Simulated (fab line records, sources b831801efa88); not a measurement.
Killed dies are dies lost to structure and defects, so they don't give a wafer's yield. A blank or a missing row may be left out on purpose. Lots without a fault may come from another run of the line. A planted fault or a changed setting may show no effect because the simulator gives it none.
Chamber matching | flow gf180mcu | GF_SAB_CVD_00 on pecvd-01: 3 sister chambers
The step deposits SiO2 from TEOS, target thk 50 nm, time 4.9302 s. 14 wafers are shown with their chamber, then 7 later ones without.

WAFERS WITH THEIR CHAMBER
wafer  | chamber | heater_power_outer_w (W) | heater_power_w (W)
L870.2 | 2       | 442                      | 692
L870.5 | 1       | 385                      | 711
L870.6 | 0       | 508                      | 813
L873.2 | 1       | 357                      | 667
L873.3 | 2       | 463                      | 717
L873.6 | 2       | 449                      | 745
L880.1 | 2       | 413                      | 682
L880.2 | 1       | 391                      | 680
L880.4 | 0       | 415                      | 698
L882.1 | 1       | 362                      | 642
L882.4 | 0       | 484                      | 793
L882.5 | 2       | 418                      | 651
L889.1 | 0       | 516                      | 838
L889.2 | 2       | 332                      | 547

SIGNATURES (means of the wafers above)
reading              | chamber 0 | chamber 1 | chamber 2 | scatter within a chamber
heater_power_outer_w | 480.75    | 373.75    | 419.50    | 40.6
heater_power_w       | 785.50    | 675.00    | 672.33    | 58.5
Rule: a wafer's distance from a chamber is the root of the sum, over the readings, of the square of ((its reading less the chamber's mean) divided by the reading's scatter). The wafer belongs to the nearest chamber; if the next one is less than 2 further off, it can't be placed. The scatter: the root of (the sum of the squares of (reading less its chamber's mean) over the shown wafers, divided by (wafers less chambers)).

WAFERS WITHOUT THEIR CHAMBER
wafer  | heater_power_outer_w (W) | heater_power_w (W)
L889.3 | 367                      | 646
L890.1 | 405                      | 630
L890.3 | 373                      | 664
L890.5 | 378                      | 653
L892.1 | 523                      | 801
L892.3 | 493                      | 814
L892.6 | 506                      | 795

WHICH CHAMBER EACH WENT THROUGH
wafer  | from the rows above     | in truth
L889.3 | can't be placed: 1 or 2 | 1
L890.1 | can't be placed: 2 or 1 | 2
L890.3 | can't be placed: 1 or 2 | 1
L890.5 | can't be placed: 1 or 2 | 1
L892.1 | 0                       | 0
L892.3 | 0                       | 0
L892.6 | 0                       | 0
Placed correctly: 3 of 7. Can't be placed from these rows: 4 (the true chamber is among the candidates in 4). Placed wrongly: 0.
